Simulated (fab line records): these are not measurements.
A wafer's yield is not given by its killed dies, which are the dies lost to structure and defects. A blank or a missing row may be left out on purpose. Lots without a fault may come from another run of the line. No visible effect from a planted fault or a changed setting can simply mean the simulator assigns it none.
Which tool is to blame?    flow gf180mcu    36 wafers from 12 lots sampled at 7 of the route's 602 steps

## WHAT THE GAUGES READ, wafer by wafer
GF_HV_LDD_OVL_MEAS_32.
lot   measured      on          HV_LDD_02_OVL (nm)
L545  day 11 08:53  overlay-01  -1.6 -0.8 -0.2
L546  day 11 15:53  overlay-02  2.0 0.3 0.4
L547  day 12 02:15  overlay-01  0.2 -1.2 -0.7
L548  day 12 05:06  overlay-02  1.9 -1.8 -1.6
L549  day 12 18:47  overlay-02  -1.2 -1.2 -1.8
L550  day 13 02:11  overlay-02  0.4 0.7 1.5
L553  day 13 23:40  overlay-01  -1.4 -0.7 -0.2
L554  day 14 08:58  overlay-01  -0.9 -0.6 -2.2
L556  day 15 05:30  overlay-01  0.4 -1.1 -1.5
L559  day 16 03:04  overlay-01  -0.6 0.0 -1.1
L565  day 18 04:25  overlay-01  1.6 -0.4 -1.0
L566  day 18 06:11  overlay-01  1.9 -0.4 -0.5

GF_HV_LDD_TW_MEAS_50.
lot   measured      on            HV_LDD_4_TW
L545  day 12 05:02  filmMetro-02  566 566 564
L546  day 12 11:41  filmMetro-04  571 571 569
L547  day 12 22:38  filmMetro-02  571 569 567
L548  day 13 01:55  filmMetro-04  563 565 564
L549  day 13 15:35  filmMetro-02  567 567 562
L550  day 13 23:44  filmMetro-04  561 564 563
L553  day 14 21:23  filmMetro-01  572 571 571
L554  day 15 06:48  filmMetro-04  564 564 564
L556  day 16 04:25  filmMetro-04  569 567 568
L559  day 17 03:18  filmMetro-04  563 560 561
L565  day 19 05:38  filmMetro-01  566 564 562
L566  day 19 06:22  filmMetro-02  567 569 567

GF_NSD_TW_MEAS_12.
lot   measured      on            NSD_TW
L545  day 13 03:56  filmMetro-04  4203 4204 4204
L546  day 13 10:11  filmMetro-03  4232 4244 4207
L547  day 13 21:28  filmMetro-02  4248 4243 4233
L548  day 14 02:02  filmMetro-03  4232 4194 4233
L549  day 14 15:41  filmMetro-04  4259 4231 4233
L550  day 15 00:52  filmMetro-02  4192 4199 4200
L553  day 15 22:24  filmMetro-03  4257 4283 4277
L554  day 16 08:51  filmMetro-03  4313 4317 4281 4320 4315 4299
L556  day 17 06:26  filmMetro-04  4251 4247 4251
L559  day 18 05:58  filmMetro-03  4217 4208 4187
L565  day 20 09:28  filmMetro-04  4216 4223 4219
L566  day 20 11:11  filmMetro-03  4209 4206 4214

GF_PSD_OVL_MEAS_08.
lot   measured      on          PSD_OVL (nm)
L545  day 14 00:19  overlay-01  0.2 -0.2 -0.1
L546  day 14 06:47  overlay-01  1.1 0.5 -1.5
L547  day 14 18:44  overlay-02  4.2 2.6 2.5
L548  day 14 23:56  overlay-02  2.1 0.9 1.0
L549  day 15 13:55  overlay-02  1.5 2.4 2.0
L550  day 15 22:20  overlay-02  -0.6 1.9 0.5
L553  day 16 19:49  overlay-01  0.8 1.1 2.1
L554  day 17 06:46  overlay-02  -2.1 -2.1 -1.3
L556  day 18 05:22  overlay-02  0.1 -0.2 0.8
L559  day 19 05:55  overlay-01  0.2 -0.5 1.6
L565  day 21 09:10  overlay-01  0.4 1.1 2.2
L566  day 21 10:49  overlay-02  1.1 0.3 0.2

GF_PSD_RS_MEAS_14: measurement is done with a four-point probe.
lot   measured      on            NSD_RS (ohm/sq)
L545  day 14 00:49  filmMetro-03  46.14 46.13 46.20
L546  day 14 07:16  filmMetro-02  46.21 46.15 46.15
L547  day 14 19:13  filmMetro-02  46.15 46.17 46.20
L548  day 15 00:26  filmMetro-04  46.26 46.13 46.10
L549  day 15 14:25  filmMetro-04  46.11 46.24 46.19
L550  day 15 22:49  filmMetro-03  46.05 46.09 46.11
L553  day 16 20:18  filmMetro-03  44.07 43.96 44.10 44.08 44.08 44.05
L554  day 17 07:15  filmMetro-02  44.06 44.07 44.12 44.03 44.01 44.08
L556  day 18 05:52  filmMetro-04  43.97 44.02 43.98 43.99 43.98 44.03
L559  day 19 06:24  filmMetro-03  46.02 46.02 46.10
L565  day 21 09:39  filmMetro-02  46.34 46.33 46.23
L566  day 21 11:18  filmMetro-04  46.14 46.17 46.07

## EACH LOT AND THE TOOL THAT RAN IT (in order: tool; ch and the chambers of the sampled wafers; start)
lot   GF_NSD_IMPLANT_09                GF_NSD_STRIP_11
L545  implanter-04 ch 0, day 13 03:33  plasmaAsher-02 ch 0,1, day 13 03:49
L546  implanter-04 ch 0, day 13 09:48  plasmaAsher-04 ch 0,1, day 13 10:04
L547  implanter-04 ch 0, day 13 21:05  plasmaAsher-04 ch 1, day 13 21:22
L548  implanter-02 ch 0, day 14 01:39  plasmaAsher-04 ch 0,1, day 14 01:55
L549  implanter-04 ch 0, day 14 15:19  plasmaAsher-03 ch 0,1, day 14 15:35
L550  implanter-04 ch 0, day 15 00:28  plasmaAsher-04 ch 0,1, day 15 00:46
L553  implanter-04 ch 0, day 15 21:35  plasmaAsher-03 ch 0,1, day 15 22:18
L554  implanter-02 ch 0, day 16 08:04  plasmaAsher-03 ch 0,1, day 16 08:45
L556  implanter-02 ch 0, day 17 05:43  plasmaAsher-04 ch 0,1, day 17 06:18
L559  implanter-04 ch 0, day 18 05:34  plasmaAsher-04 ch 0,1, day 18 05:52
L565  implanter-01 ch 0, day 20 09:04  plasmaAsher-03 ch 0,1, day 20 09:22
L566  implanter-02 ch 0, day 20 10:47  plasmaAsher-04 ch 0,1, day 20 11:05
- GF_NSD_IMPLANT_09
- GF_NSD_STRIP_11: strips in O2/N2.

## AS READ BY THE TOOLS THEMSELVES (means over the sampled wafers that have a number; for cases with no such wafer, the mark the record gives instead)
GF_NSD_STRIP_11.
lot   tool            drypumpMotorCurrentA (A)  heaterPowerW (W)  oesProductAu (a.u.)  stripTimeToEndpointS (s)
L545  plasmaAsher-02  5.8                       341               0.486                22.96
L546  plasmaAsher-04  5.9                       330               0.488                22.94
L547  plasmaAsher-04  5.9                       287               0.485                22.98
L548  plasmaAsher-04  5.8                       372               0.486                22.94
L549  plasmaAsher-03  6.5                       295               0.490                23.00
L550  plasmaAsher-04  5.8                       370               0.483                22.89
L553  plasmaAsher-03  6.5                       291               0.473                24.06
L554  plasmaAsher-03  6.5                       293               0.475                24.10
L556  plasmaAsher-04  5.8                       380               0.474                24.12
L559  plasmaAsher-04  5.9                       328               0.486                23.01
L565  plasmaAsher-03  6.5                       293               0.481                22.88
L566  plasmaAsher-04  5.8                       386               0.486                22.97

## THE ANSWER, worked out from the rows above alone
Rule: usual is defined by the lots themselves. Put in order of their means at a reading, lots are off if they are a third of the lots or fewer, leave a main group of 4 or more, and stand apart from it by a gap of 3 or more times the standard deviation of the main group's means; of several such gaps the widest counts. If all means in a main group match to the digits the tables above print for the reading, that group is not used. Also off: a lot with no number at a reading for which 4 or more lots have one. Any other lot the step has rows for is counted as sound. First the gauges in route order, then the tools' own readings, where a lot's mean is used as printed above. The first step at which some lot is off is used, and at that step the reading that is off furthest; a lot without a number counts as furthest.
Off: L553, L554, L556, seen at GF_PSD_RS_MEAS_14 (NSD_RS). The main group has a mean of 46.16 ohm/sq with a standard deviation of 0.067.
If a tool, at a process step before that reading, ran all the lots that are off and no sound lot after the first of them, it fits. The gauges at GF_PSD_RS_MEAS_14 aren't tried: what is off there is off at GF_NSD_STRIP_11 too, on other tools, and a gauge's error can't cause that. Of those tried, none fits.

## WHAT THE SIMULATOR HAD PUT IN
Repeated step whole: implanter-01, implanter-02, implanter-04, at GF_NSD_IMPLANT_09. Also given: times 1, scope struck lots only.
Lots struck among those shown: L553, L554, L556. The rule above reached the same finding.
